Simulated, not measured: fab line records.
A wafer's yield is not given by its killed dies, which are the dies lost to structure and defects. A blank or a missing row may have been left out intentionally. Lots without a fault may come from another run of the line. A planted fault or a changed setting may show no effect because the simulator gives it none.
Shared-tool check / flow sky130 / 13 lots, 39 wafers sampled

## THE REASON FOR OPENING IT
Of 13 lots, 2 have the reading VT_ADJUST_NCORE_TW flagged at SKY_VT_ADJUST_NCORE_TW_MEAS_11. Fault-free wafers read 221.2, with a standard deviation of 2.4.
Rule: a lot is flagged when every wafer of it that has a number lies more than 4 standard deviations from that mean, or none has a number. All remaining lots are regarded as sound.

lot=L286; measured=day 8 14:22; on=film metro-02; VT_ADJUST_NCORE_TW, wafer by wafer=220.3 220.6 219.8; flag=
lot=L289; measured=day 9 10:36; on=film metro-02; VT_ADJUST_NCORE_TW, wafer by wafer=218.4 217.6 217.2; flag=
lot=L290; measured=day 9 19:33; on=film metro-01; VT_ADJUST_NCORE_TW, wafer by wafer=226.4 226.3 224.9; flag=
lot=L294; measured=day 10 23:28; on=film metro-03; VT_ADJUST_NCORE_TW, wafer by wafer=221.3 220.8 220.9; flag=
lot=L295; measured=day 11 06:34; on=film metro-03; VT_ADJUST_NCORE_TW, wafer by wafer=219.4 219.1 219.8; flag=
lot=L296; measured=day 11 18:34; on=film metro-03; VT_ADJUST_NCORE_TW, wafer by wafer=219.9 220.3 220.4; flag=
lot=L297; measured=day 11 22:18; on=film metro-03; VT_ADJUST_NCORE_TW, wafer by wafer=219.5 218.6 218.7; flag=
lot=L298; measured=day 12 02:13; on=film metro-03; VT_ADJUST_NCORE_TW, wafer by wafer=220.3 219.2 218.4; flag=
lot=L299; measured=day 12 08:46; on=film metro-01; VT_ADJUST_NCORE_TW, wafer by wafer=224.8 225.3 224.5; flag=
lot=L303; measured=day 13 23:57; on=film metro-01; VT_ADJUST_NCORE_TW, wafer by wafer=240.6 240.0 240.8; flag=FLAGGED
lot=L305; measured=day 14 06:00; on=film metro-02; VT_ADJUST_NCORE_TW, wafer by wafer=234.9 236.0 235.9; flag=FLAGGED
lot=L308; measured=day 15 01:09; on=film metro-01; VT_ADJUST_NCORE_TW, wafer by wafer=226.1 225.6 225.5; flag=
lot=L309; measured=day 15 06:37; on=film metro-03; VT_ADJUST_NCORE_TW, wafer by wafer=221.4 221.1 220.6; flag=
The numbers of the flagged lots are 238.0 on average: +16.8 against the usual, or +7 standard deviations.

## TOOL THAT RAN EACH LOT
The record keeps 1 process step preceding the reading, out of 708 steps on the route. Read each cell as the tool, then ch plus the chambers that the sampled wafers visited, then the start.
lot=L286; flag=; SKY_VT_ADJUST_NCORE_IMPLANT_09=implanter-04 ch 0, day 8 14:09
lot=L289; flag=; SKY_VT_ADJUST_NCORE_IMPLANT_09=implanter-02 ch 0, day 9 10:21
lot=L290; flag=; SKY_VT_ADJUST_NCORE_IMPLANT_09=implanter-02 ch 0, day 9 19:18
lot=L294; flag=; SKY_VT_ADJUST_NCORE_IMPLANT_09=implanter-04 ch 0, day 10 23:15
lot=L295; flag=; SKY_VT_ADJUST_NCORE_IMPLANT_09=implanter-02 ch 0, day 11 06:21
lot=L296; flag=; SKY_VT_ADJUST_NCORE_IMPLANT_09=implanter-04 ch 0, day 11 18:19
lot=L297; flag=; SKY_VT_ADJUST_NCORE_IMPLANT_09=implanter-04 ch 0, day 11 22:03
lot=L298; flag=; SKY_VT_ADJUST_NCORE_IMPLANT_09=implanter-04 ch 0, day 12 01:58
lot=L299; flag=; SKY_VT_ADJUST_NCORE_IMPLANT_09=implanter-03 ch 0, day 12 08:32
lot=L303; flag=FLAGGED; SKY_VT_ADJUST_NCORE_IMPLANT_09=implanter-02 ch 0, day 13 23:42
lot=L305; flag=FLAGGED; SKY_VT_ADJUST_NCORE_IMPLANT_09=implanter-02 ch 0, day 14 05:45
lot=L308; flag=; SKY_VT_ADJUST_NCORE_IMPLANT_09=implanter-04 ch 0, day 15 00:54
lot=L309; flag=; SKY_VT_ADJUST_NCORE_IMPLANT_09=implanter-04 ch 0, day 15 06:23
What these steps do:
- SKY_VT_ADJUST_NCORE_IMPLANT_09
- SKY_VT_ADJUST_NCORE_TW_MEAS_11

## FLAGGED AGAINST TOTAL, ONE TOOL AT A TIME (gauges that did the reading follow at the end)
step=SKY_VT_ADJUST_NCORE_IMPLANT_09; tool=implanter-02; lots run=5; flagged=2; share of the flagged lots=all; sound lots run after its first flagged lot=0
step=SKY_VT_ADJUST_NCORE_IMPLANT_09; tool=implanter-03; lots run=1; flagged=0; share of the flagged lots=none; sound lots run after its first flagged lot=-
step=SKY_VT_ADJUST_NCORE_IMPLANT_09; tool=implanter-04; lots run=7; flagged=0; share of the flagged lots=none; sound lots run after its first flagged lot=-
step=SKY_VT_ADJUST_NCORE_TW_MEAS_11; tool=film metro-01; lots run=4; flagged=1; share of the flagged lots=some; sound lots run after its first flagged lot=1 (L308)
step=SKY_VT_ADJUST_NCORE_TW_MEAS_11; tool=film metro-02; lots run=3; flagged=1; share of the flagged lots=some; sound lots run after its first flagged lot=0
step=SKY_VT_ADJUST_NCORE_TW_MEAS_11; tool=film metro-03; lots run=6; flagged=0; share of the flagged lots=none; sound lots run after its first flagged lot=-

## THE TABLE: WHAT IT ALLOWS
Rows of the table that ran each flagged lot: 1, that is implanter-02 at SKY_VT_ADJUST_NCORE_IMPLANT_09.
- implanter-02 at SKY_VT_ADJUST_NCORE_IMPLANT_09: 2 of its 5 lots flagged. A fault beginning between L295 (day 11 06:21), its last sound lot, and L303 (day 13 23:42), its first flagged one, fits the data. Its own readings (beam on s, faraday current uA) fall more than 4 standard deviations out on all wafers of the flagged lots.
implanter-02 at SKY_VT_ADJUST_NCORE_IMPLANT_09 is the single tool remaining.

## WHAT WAS PUT IN BY THE SIMULATOR
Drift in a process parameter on implanter-02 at SKY_VT_ADJUST_NCORE_IMPLANT_09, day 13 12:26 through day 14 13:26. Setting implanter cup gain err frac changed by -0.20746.
Lots struck among those shown: L303, L305. This agrees with what the rule above found.
